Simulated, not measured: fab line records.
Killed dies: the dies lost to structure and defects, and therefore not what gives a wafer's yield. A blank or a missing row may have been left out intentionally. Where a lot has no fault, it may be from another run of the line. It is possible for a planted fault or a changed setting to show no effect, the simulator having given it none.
fab line records	flow sky130
[record] lots = 7	wafers = 21	lastDay = 50
route steps=708 shown METAL1@441 PAD_OPEN@708
lots with no fault: from the same line, run without faults
startH: the number of hours between the record's first day and the start of the first shown wafer of the lot	waitH: hours elapsed since this lot's preceding step	" same as the row above	L1.1+2: several wafers, shown together as one row	- no value, or no start given	* or withheld: withheld	< > ~ a bound
route shown NAME@n: NAME is a module with steps in the file, n the number in the route of the first one	usual: mean/standard deviation of fault-free wafers	same: alike in all rows	chamber/n: place in a boat	sites: the reading at each site	_std_site: their standard deviation	_edge_site: the outer-site mean with the inner-site mean subtracted	radiusMm: how far each site lies from the wafer's centre	mask NAME#n: copy n	behind: the most recent tool/chamber to have shaped the wafer	hold: the reason the lot was held/the length of the hold in hours/how it ended	device: which transistor (n, p or np) failed to switch	end of line: the route-end tests of the same wafers	step lacking rows: just its recipe	killed: the dies lost at the first sort to structure and to defects; this is not the yield of the wafer	map: dies across one wafer; x = killed, . = not, _ = none there
set.NAME: setting as actually run; set.NAME@STEP: the setting as run at that earlier step	model.NAME: the simulator's own value behind a step, which no gauge read
a table for each step, a row for each wafer; lots at some steps of the route
services: the hour from which a tool's chamber was out of use, counted from the record's first day as startH (under 0 if before that day), plus the number of hours and why
[[steps]]
[step SKY_METAL1_DEHYDRATE_07]
[recipe] tempC = 200	timeS = 60
[step SKY_METAL1_HMDS_08]
[recipe] primeTimeS = 60	primeTempC = 120
[step SKY_METAL1_COAT_09]
[recipe] resist = BARC	tempC = withheld	timeS = withheld	spinRpm = 3000	resistThkNm = 60
[step SKY_METAL1_COAT_10]
[recipe] resist = KrF-thick	spinRpm = 2929	resistThkNm = 450
[step SKY_METAL1_SOFTBAKE_11]
[recipe] tempC = 100	timeS = 90	resist = KrF-thick
[step SKY_METAL1_EXPOSE_12]
[recipe] maskId = MM1	na = 0.8	sourceShape = annular	sigmaInner = 0.55	sigmaOuter = 0.85	targetCdNm = 140	doseMj = 28
[step SKY_METAL1_PEB_13]
[recipe] pebTempC = withheld	pebTimeS = withheld	resist = KrF-thick
[step SKY_METAL1_DEVELOP_14]
[recipe] developTimeS = 60	resist = KrF-thick	devTempC = 21
[step SKY_METAL1_CD_MEAS_15]
[recipe] targetCdNm = 140
[usual] cdNm = 140.1/1.8
lot.wafer	tool	chamber	startH	waitH	cdNm
L952.1	cdSem-01	-	781.63	-	138.8
L952.4	"	-	"	"	139.1
L952.6	"	-	"	"	139.5
L962.1	cdSem-01	-	862.68	-	141.6
L962.4	"	-	"	"	141.2
L962.5	"	-	"	"	141.5
L960.1	cdSem-02	-	865.92	-	143.6
L960.2	"	-	"	"	139.7
L960.6	"	-	"	"	142.6
L959.1	cdSem-02	-	867.83	-	140.0
L959.3	"	-	"	"	140.4
L959.5	"	-	"	"	139.7
L965.2	cdSem-02	-	871.30	-	139.1
L965.4	"	-	"	"	141.2
L965.6	"	-	"	"	141.4
L971.1	cdSem-02	-	905.10	-	139.2
L971.5	"	-	"	"	139.2
L971.6	"	-	"	"	139.3
L975.1	cdSem-01	-	929.65	-	141.2
L975.3	"	-	"	"	139.9
L975.4	"	-	"	"	139.5
[step SKY_METAL1_OVL_MEAS_16]
[usual] METAL1_OVL = 2/5.9
lot.wafer	tool	chamber	startH	waitH	METAL1_OVL[nm]
L952.1	overlay-01	-	781.75	0.1	12
L952.4	"	-	"	"	10
L952.6	"	-	"	"	4
L962.1	overlay-02	-	862.80	0.1	9
L962.4	"	-	"	"	6
L962.5	"	-	"	"	6
L960.1	overlay-01	-	866.04	0.1	-3
L960.2	"	-	"	"	5
L960.6	"	-	"	"	5
L959.1	overlay-01	-	867.95	0.1	12
L959.3	"	-	"	"	3
L959.5	"	-	"	"	7
L965.2	overlay-02	-	871.41	0.1	1
L965.4	"	-	"	"	0
L965.6	"	-	"	"	-5
L971.1	overlay-01	-	905.22	0.1	0
L971.5	"	-	"	"	5
L971.6	"	-	"	"	-10
L975.1	overlay-02	-	929.77	0.1	8
L975.3	"	-	"	"	0
L975.4	"	-	"	"	15
[step SKY_METAL1_DESCUM_17]
[recipe] chemistry = O2	sourcePowerW = 150	biasPowerW = 0	pressureMtorr = 10	tempC = 40	timeS = 8
[usual] drypumpMotorCurrentA = 6.0/0.58	heBacksideLeakSccm = 3.31/0.2	oesProductAu = 0.998/0.016
lot.wafer	tool	chamber	startH	waitH	drypumpMotorCurrentA	heBacksideLeakSccm	oesProductAu	rfHoursCounterH
L952.1	rieMetal-02	0	781.79	0.0	6.6	3.34	1.020	10
L952.4	"	1	"	"	6.3	3.38	1.004	-
L952.6	"	0	"	"	6.6	3.06	1.019	-
L962.1	rieMetal-03	1	862.84	0.0	5.1	3.21	0.982	10
L962.4	"	1	"	"	5.1	3.06	0.978	-
L962.5	"	1	"	"	5.1	3.04	0.985	-
L960.1	rieMetal-04	0	866.08	0.0	6.3	3.33	1.027	13
L960.2	"	1	"	"	6.5	3.29	0.974	12
L960.6	"	0	"	"	6.3	3.51	1.027	-
L959.1	rieMetal-03	1	867.99	0.0	5.1	3.20	0.985	10
L959.3	"	1	"	"	5.1	3.12	0.977	-
L959.5	"	0	"	"	6.3	3.68	0.993	-
L965.2	rieMetal-03	1	871.44	0.0	5.1	3.20	0.996	11
L965.4	"	0	"	"	6.2	3.45	0.991	-
L965.6	"	1	"	"	5.1	3.07	0.980	-
L971.1	rieMetal-02	0	905.26	0.0	6.6	3.31	1.007	15
L971.5	"	0	"	"	6.6	3.35	1.009	-
L971.6	"	1	"	"	6.3	3.33	1.008	-
L975.1	rieMetal-03	0	929.81	0.0	6.3	3.62	0.999	1
L975.3	"	0	"	"	6.3	3.69	0.989	-
L975.4	"	1	"	"	5.1	3.08	0.991	-
[step SKY_METAL1_ETCH_18]
[recipe] chemistry = N2/H2	target = BARC	ionEnergyEv = 200	biasW = 100	pressureMtorr = 30	n2FlowSccm = 100	h2FlowSccm = 200	icpW = 500	stopOn = SiO2	timeS = 45.9	targetDepthA = 600
[usual] drypumpMotorCurrentA = 6.0/0.58	heBacksideLeakSccm = 3.33/0.29	oesProductAu = 0.854/0.0044	throttleValvePct = 13.226/0.0087
lot.wafer	tool	chamber	startH	waitH	drypumpMotorCurrentA	heBacksideLeakSccm	oesProductAu	rfHoursCounterH	throttleValvePct
L952.1	rieMetal-02	0	781.82	0.0	6.6	3.14	0.852	10	13.224
L952.4	"	1	"	"	6.3	3.47	0.856	-	13.229
L952.6	"	0	"	"	6.6	3.29	0.851	-	13.243
L962.1	rieMetal-03	1	862.87	0.0	5.1	3.03	0.861	10	13.234
L962.4	"	1	"	"	5.1	3.10	0.849	-	13.218
L962.5	"	1	"	"	5.1	3.03	0.858	-	13.224
L960.1	rieMetal-04	0	866.11	0.0	6.3	3.51	0.862	13	13.220
L960.2	"	1	"	"	6.5	3.15	0.855	12	13.232
L960.6	"	0	"	"	6.4	3.54	0.857	-	13.222
L959.1	rieMetal-03	1	868.02	0.0	5.1	3.10	0.856	10	13.228
L959.3	"	1	"	"	5.1	3.10	0.851	-	13.215
L959.5	"	0	"	"	6.2	3.64	0.845	-	13.238
L965.2	rieMetal-03	1	871.47	0.0	5.1	3.13	0.852	11	13.226
L965.4	"	0	"	"	6.3	3.63	0.859	-	13.226
L965.6	"	1	"	"	5.1	3.08	0.851	-	13.204
L971.1	rieMetal-02	0	905.29	0.0	6.6	3.11	0.858	15	13.226
L971.5	"	0	"	"	6.6	3.28	0.846	-	13.210
L971.6	"	1	"	"	6.3	3.23	0.852	-	13.239
L975.1	rieMetal-03	0	929.84	0.0	6.2	3.58	0.851	1	13.218
L975.3	"	0	"	"	6.3	3.60	0.852	-	13.224
L975.4	"	1	"	"	5.1	3.11	0.853	-	13.246
[step SKY_METAL1_METAL_ETCH_19]
[recipe] targetDepthA = 3600	stopOn = SiO2	overEtchFrac = 0.3	timeS = 78	chemistry = Cl2/BCl3	resistSidewallDeg = 88	pressureMtorr = 10	icpW = 900	biasW = 48.5	Cl2_flow_sccm = 60	bcl3FlowSccm = 30
[usual] bcl3FlowSccm = 30.01/0.098	drypumpMotorCurrentA = 6.0/0.58	heBacksideLeakSccm = 3.4/0.52	oesProductAu = 0.854/0.0061	throttleValvePct = 22.263/0.0093
lot.wafer	tool	chamber	startH	waitH	bcl3FlowSccm	drypumpMotorCurrentA	heBacksideLeakSccm	oesProductAu	rfHoursCounterH	throttleValvePct	model.KrF-thick_of_METAL1_COAT_10.thkNm	model.METAL1.cdNm
L952.1	rieMetal-02	0	781.88	0.0	29.97	6.6	3.3	0.852	10	22.246	160	141.8
L952.4	"	1	"	"	30.01	6.3	3.1	0.857	-	22.262	163	143.7
L952.6	"	0	"	"	30.03	6.6	3.2	0.856	-	22.264	158.4	140
L962.1	rieMetal-03	1	862.93	0.0	29.97	5.1	3.2	0.858	10	22.258	204.4	147
L962.4	"	1	"	"	29.91	5.1	3.1	0.856	-	22.281	169.3	142.8
L962.5	"	1	"	"	29.91	5.1	3.2	0.856	-	22.255	169.6	143.6
L960.1	rieMetal-04	0	866.17	0.0	30.07	6.3	3.4	0.851	14	22.272	152.5	146.8
L960.2	"	1	"	"	30.01	6.5	3.3	0.860	12	22.243	175.8	139.4
L960.6	"	0	"	"	30.05	6.3	3.4	0.858	-	22.256	150.5	147
L959.1	rieMetal-03	1	868.08	0.0	30.03	5.1	3.1	0.868	11	22.270	201.8	144.4
L959.3	"	1	"	"	30.02	5.1	3.1	0.853	-	22.263	206.3	144.8
L959.5	"	0	"	"	30.10	6.2	3.6	0.856	-	22.269	165.6	139.7
L965.2	rieMetal-03	1	871.53	0.0	30.02	5.1	3.0	0.857	11	22.276	171.1	138.3
L965.4	"	0	"	"	30.20	6.2	3.6	0.853	-	22.262	163.7	140.1
L965.6	"	1	"	"	29.80	5.1	3.1	0.869	-	22.269	206.1	146
L971.1	rieMetal-02	0	905.35	0.0	29.98	6.6	3.4	0.857	15	22.283	164.4	141.5
L971.5	"	0	"	"	29.95	6.6	3.4	0.859	-	22.265	164.2	140.6
L971.6	"	1	"	"	29.87	6.3	3.2	0.849	-	22.265	163.8	142.9
L975.1	rieMetal-03	0	929.90	0.0	30.16	6.2	3.5	0.859	2	22.263	165.9	145.7
L975.3	"	0	"	"	30.00	6.2	3.6	0.851	-	22.275	166.8	141.7
L975.4	"	1	"	"	29.93	5.1	3.2	0.849	-	22.256	168.7	139.5
[step SKY_METAL1_STRIP_20]
[recipe] chemistry = O2/N2	powerW = 1400	pressureMtorr = 1500	platenTempC = withheld	o2FlowSccm = 3000	n2FlowSccm = 300	overashFraction = 0.5
[usual] drypumpMotorCurrentA = 5.6/0.47	oesProductAu = 0.346/0.0061	stripTimeToEndpointS = 2.75/0.08
lot.wafer	tool	chamber	startH	waitH	drypumpMotorCurrentA	oesProductAu	rfHoursCounterH	stripTimeToEndpointS
L952.1	plasmaAsher-04	1	781.97	0.1	5.5	0.347	101	2.71
L952.4	"	0	"	"	6.2	0.354	-	2.75
L952.6	"	0	"	"	6.2	0.340	-	2.68
L962.1	plasmaAsher-04	1	863.02	0.1	5.5	0.374	109	3.18
L962.4	"	0	"	"	6.2	0.348	-	2.81
L962.5	"	1	"	"	5.5	0.335	-	2.80
L960.1	plasmaAsher-03	1	866.26	0.1	5.7	0.335	76	2.65
L960.2	"	0	"	"	6.1	0.345	76	2.88
L960.6	"	0	"	"	6.1	0.334	-	2.60
L959.1	plasmaAsher-02	0	868.17	0.1	5.2	0.367	12	3.15
L959.3	"	1	"	"	4.7	0.358	-	3.22
L959.5	"	1	"	"	4.7	0.351	-	2.77
L965.2	plasmaAsher-02	1	871.62	0.1	4.7	0.350	12	2.85
L965.4	"	1	"	"	4.7	0.347	-	2.74
L965.6	"	0	"	"	5.2	0.367	-	3.24
L971.1	plasmaAsher-04	1	905.44	0.1	5.5	0.338	113	2.75
L971.5	"	1	"	"	5.6	0.351	-	2.76
L971.6	"	0	"	"	6.2	0.345	-	2.74
L975.1	plasmaAsher-03	1	929.99	0.1	5.7	0.342	83	2.78
L975.3	"	1	"	"	5.7	0.352	-	2.79
L975.4	"	0	"	"	6.1	0.342	-	2.80
[step SKY_METAL1_STRIP_21]
[recipe] chemistry = postEtchResidueRemover	timeS = 1200	tempC = 72.5
[step SKY_PAD_OPEN_PROBE_99]
[usual] defectLimitedYield = 82.7/2	killed_at_M0_to_M3 = 42/7.4	killed_at_M4_up = 3.5/1.9	killedAtContacts = 24/5.2	killedAtFrontEnd = 15/4.5	killedAtOther = 0.2/0.53	killedDies = 85/9.8	killedOpen = 46/7.6	killedShort = 39/6.5
[same] grossDies = 492	killedAtBackSide = 0
lot.wafer	tool	chamber	startH	waitH	defectLimitedYield[%]	killed_at_M0_to_M3	killed_at_M4_up	killedAtContacts	killedAtFrontEnd	killedAtOther	killedDies	killedOpen	killedShort	model.etest.met1Comb.leakLog10AUm
L952.1	prober-02	-	1087.52	0.1	81.5	50	3	23	14	1	91	44	47	-12.07
L952.4	prober-02	-	1087.67	0.2	82.5	47	4	24	11	0	86	46	40	-12
L952.6	prober-02	-	1087.77	0.2	86.0	38	5	20	5	1	69	33	36	-12.11
L962.1	prober-01	-	1151.32	0.1	84.6	46	0	21	9	0	76	50	26	-11.75
L962.4	prober-01	-	1151.47	0.2	84.3	34	5	25	13	0	77	46	31	-11.68
L962.5	prober-01	-	1151.52	0.2	79.5	58	5	22	16	0	101	49	52	-11.97
L960.1	prober-02	-	1152.76	0.1	79.7	55	4	25	16	0	100	51	49	-11.95
L960.2	prober-02	-	1152.81	0.1	83.7	41	2	17	20	0	80	41	39	-11.97
L960.6	prober-02	-	1153.01	0.2	83.1	35	3	29	16	0	83	48	35	-11.89
L959.1	prober-01	-	1158.77	0.1	80.1	50	2	34	10	2	98	48	49	-11.94
L959.3	prober-01	-	1158.87	0.2	87.0	30	2	21	11	0	64	40	22	-11.84
L959.5	prober-01	-	1158.97	0.2	82.9	39	7	22	16	0	84	39	45	-12.09
L965.2	prober-01	-	1160.69	0.1	86.0	30	1	23	15	0	69	46	23	-11.85
L965.4	prober-01	-	1160.79	0.2	83.3	41	2	20	19	0	82	39	43	-11.95
L965.6	prober-01	-	1160.89	0.2	86.2	32	3	23	10	0	68	34	30	-11.23
L971.1	prober-01	-	1186.70	0.1	82.1	34	4	29	21	0	88	42	46	-11.94
L971.5	prober-01	-	1186.90	0.2	79.3	49	2	33	18	0	102	66	36	-11.96
L971.6	prober-01	-	1186.95	0.2	83.3	37	3	23	19	0	82	31	51	-11.96
L975.1	prober-01	-	1200.04	0.1	81.1	48	3	26	16	0	93	53	40	-11.96
L975.3	prober-01	-	1200.14	0.2	80.3	49	1	25	22	0	97	51	46	-12.13
L975.4	prober-01	-	1200.19	0.2	82.3	29	4	28	26	0	87	45	42	-11.77
// killed by level:class
L952.1 VIA1:geometricParticle:open=14 LI_CONTACT:geometricParticle:open=8 METAL2:geometricParticle:short=8 VIA3:geometricParticle:open=6 VIA1:geometricParticle:short=5 CONTACT:geometricParticle:open=5 VIA2:geometricParticle:short=5 FIELD_ISO:geometricParticle:short=4
L952.4 VIA1:geometricParticle:open=8 LI_CONTACT:geometricParticle:open=7 CONTACT:geometricParticle:open=7 VIA3:geometricParticle:open=6 VIA1:geometricParticle:short=6 METAL1:geometricParticle:short=5 VIA3:geometricParticle:short=5 VIA2:geometricParticle:open=4
L952.6 LI_CONTACT:geometricParticle:open=6 CONTACT:geometricParticle:open=6 METAL1:geometricParticle:short=6 VIA2:geometricParticle:open=6 VIA1:geometricParticle:short=5 VIA1:geometricParticle:open=5 LOCAL_INTERCONNECT:geometricParticle:short=4 METAL3:geometricParticle:short=4
L962.1 VIA1:geometricParticle:open=15 LI_CONTACT:geometricParticle:open=8 VIA2:geometricParticle:open=8 VIA3:geometricParticle:open=7 CONTACT:geometricParticle:open=6 LOCAL_INTERCONNECT:geometricParticle:short=4 METAL2:geometricParticle:short=4 METAL3:geometricParticle:short=4
L962.4 CONTACT:geometricParticle:open=10 LI_CONTACT:geometricParticle:open=9 VIA1:geometricParticle:open=9 VIA1:geometricParticle:short=8 FIELD_ISO:geometricParticle:open=4 POLY_GATE:geometricParticle:open=4 METAL2:geometricParticle:short=4 VIA3:geometricParticle:open=4
L962.5 CONTACT:geometricParticle:open=15 METAL1:geometricParticle:short=10 VIA1:geometricParticle:open=9 VIA2:geometricParticle:open=8 VIA1:geometricParticle:short=8 FIELD_ISO:geometricParticle:short=7 METAL2:geometricParticle:short=6 VIA3:geometricParticle:open=6
L960.1 VIA1:geometricParticle:open=14 VIA3:geometricParticle:open=11 METAL2:geometricParticle:short=8 CONTACT:geometricParticle:open=8 FIELD_ISO:geometricParticle:short=7 CONTACT:geometricParticle:short=6 LI_CONTACT:geometricParticle:open=5 SPACER:geometricParticle:short=4
L960.2 VIA1:geometricParticle:open=14 METAL1:geometricParticle:short=10 FIELD_ISO:geometricParticle:open=7 CONTACT:geometricParticle:open=6 FIELD_ISO:geometricParticle:short=5 VIA3:geometricParticle:short=4 LI_CONTACT:geometricParticle:open=3 LOCAL_INTERCONNECT:geometricParticle:short=3
L960.6 LI_CONTACT:geometricParticle:open=10 VIA1:geometricParticle:open=9 CONTACT:geometricParticle:open=8 METAL2:geometricParticle:short=5 LI_CONTACT:geometricParticle:short=4 VIA3:geometricParticle:open=4 VIA1:geometricParticle:short=4 FIELD_ISO:geometricParticle:open=3
L959.1 CONTACT:geometricParticle:open=14 VIA1:geometricParticle:open=10 LI_CONTACT:geometricParticle:open=8 METAL1:geometricParticle:short=8 VIA2:geometricParticle:open=7 CONTACT:geometricParticle:short=7 VIA3:geometricParticle:short=5 FIELD_ISO:geometricParticle:short=4
L959.3 LI_CONTACT:geometricParticle:open=8 CONTACT:geometricParticle:open=7 VIA1:geometricParticle:open=6 VIA3:geometricParticle:open=6 METAL2:geometricParticle:short=4 POLY_GATE:geometricParticle:short=3 SPACER:geometricParticle:open=3 LI_CONTACT:geometricParticle:short=3
L959.5 VIA2:geometricParticle:open=8 VIA1:geometricParticle:open=7 CONTACT:geometricParticle:short=6 METAL4:geometricParticle:short=6 FIELD_ISO:geometricParticle:short=5 LI_CONTACT:geometricParticle:short=5 CONTACT:geometricParticle:open=5 METAL2:geometricParticle:short=5
L965.2 CONTACT:geometricParticle:open=11 VIA3:geometricParticle:open=8 VIA1:geometricParticle:open=8 VIA2:geometricParticle:open=6 LI_CONTACT:geometricParticle:open=5 FIELD_ISO:geometricParticle:open=4 POLY_GATE:geometricParticle:open=4 CONTACT:geometricParticle:short=4
L965.4 VIA1:geometricParticle:open=9 METAL2:geometricParticle:short=8 LI_CONTACT:geometricParticle:open=7 VIA1:geometricParticle:short=7 FIELD_ISO:geometricParticle:short=6 VIA2:geometricParticle:open=6 POLY_GATE:geometricParticle:open=5 CONTACT:geometricParticle:open=5
L965.6 LI_CONTACT:geometricParticle:open=11 METAL1:geometricParticle:short=7 VIA1:geometricParticle:open=6 POLY_GATE:geometricParticle:open=4 VIA3:geometricParticle:open=4 METAL1:areaEtch=4 FIELD_ISO:geometricParticle:open=3 LI_CONTACT:geometricParticle:short=3
L971.1 CONTACT:geometricParticle:open=8 LI_CONTACT:geometricParticle:open=7 VIA1:geometricParticle:open=7 LI_CONTACT:geometricParticle:short=6 VIA3:geometricParticle:short=6 FIELD_ISO:geometricParticle:short=5 POLY_GATE:geometricParticle:open=5 POLY_GATE:geometricParticle:short=5
L971.5 VIA1:geometricParticle:open=18 VIA2:geometricParticle:open=10 LI_CONTACT:geometricParticle:open=10 CONTACT:geometricParticle:open=8 LOCAL_INTERCONNECT:geometricParticle:short=5 VIA3:geometricParticle:open=5 FIELD_ISO:geometricParticle:open=4 FIELD_ISO:geometricParticle:short=4
L971.6 LI_CONTACT:geometricParticle:open=9 VIA1:geometricParticle:short=7 FIELD_ISO:geometricParticle:short=6 POLY_GATE:geometricParticle:short=6 LOCAL_INTERCONNECT:geometricParticle:short=6 METAL1:geometricParticle:short=6 VIA3:geometricParticle:open=5 CONTACT:geometricParticle:short=4
L975.1 LI_CONTACT:geometricParticle:open=13 VIA1:geometricParticle:open=12 CONTACT:geometricParticle:open=7 METAL1:geometricParticle:short=7 VIA2:geometricParticle:open=6 VIA3:geometricParticle:open=5 VIA1:geometricParticle:short=4 VIA3:geometricParticle:short=4
L975.3 CONTACT:geometricParticle:open=10 VIA1:geometricParticle:short=9 VIA2:geometricParticle:open=8 VIA1:geometricParticle:open=8 POLY_GATE:geometricParticle:short=7 VIA3:geometricParticle:open=7 POLY_GATE:geometricParticle:open=5 LI_CONTACT:geometricParticle:open=5
L975.4 CONTACT:geometricParticle:open=12 FIELD_ISO:geometricParticle:open=9 FIELD_ISO:geometricParticle:short=8 LOCAL_INTERCONNECT:geometricParticle:short=6 LI_CONTACT:geometricParticle:open=6 METAL3:geometricParticle:short=6 POLY_GATE:geometricParticle:open=4 METAL1:geometricParticle:short=4
[[services]]
tool	chamber	startH	hours	kind
rieMetal-04	1	836.73	16.0	repair
rieMetal-03	-	837.12	0.4	repair
rieMetal-03	1	840.36	15.6	repair
rieMetal-03	-	861.10	0.4	repair
rieMetal-03	0	874.07	-	clean
rieMetal-03	0	874.07	20.7	scheduledDown
rieMetal-03	0	874.07	20.7	ventCycle
rieMetal-04	1	884.68	10.3	repair
plasmaAsher-02	-	910.95	4.3	pm
[[key]]
[firstSign] step = SKY_METAL1_STRIP_20	reading = stripTimeToEndpointS	direction = up	sigmas = 5.5	usual = *	struck = *
[effect] step = SKY_METAL1_STRIP_20	reading = oesProductAu	direction = up	sigmas = 3.4	usual = 0.346	struck = 0.367
[modelEffect] step = SKY_METAL1_METAL_ETCH_19	value = KrF-thick_of_METAL1_COAT_10.thkNm	without = 169.2	struck = 204.6
[modelEffect] step = SKY_PAD_OPEN_PROBE_99	value = etest.met1Comb.leakLog10AUm	without = -11.98	struck = -11.69
metAt SKY_METAL1_METAL_ETCH_19
struckWafers L959.1,L959.3,L962.1,L965.6
[fault] kind = processParameterDrift	tool = rieMetal-03	chamber = -	onsetH = 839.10	steps = SKY_METAL1_METAL_ETCH_19	channel = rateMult	offset = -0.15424	shape = step	endH = 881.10	scope = struckWafersOnly
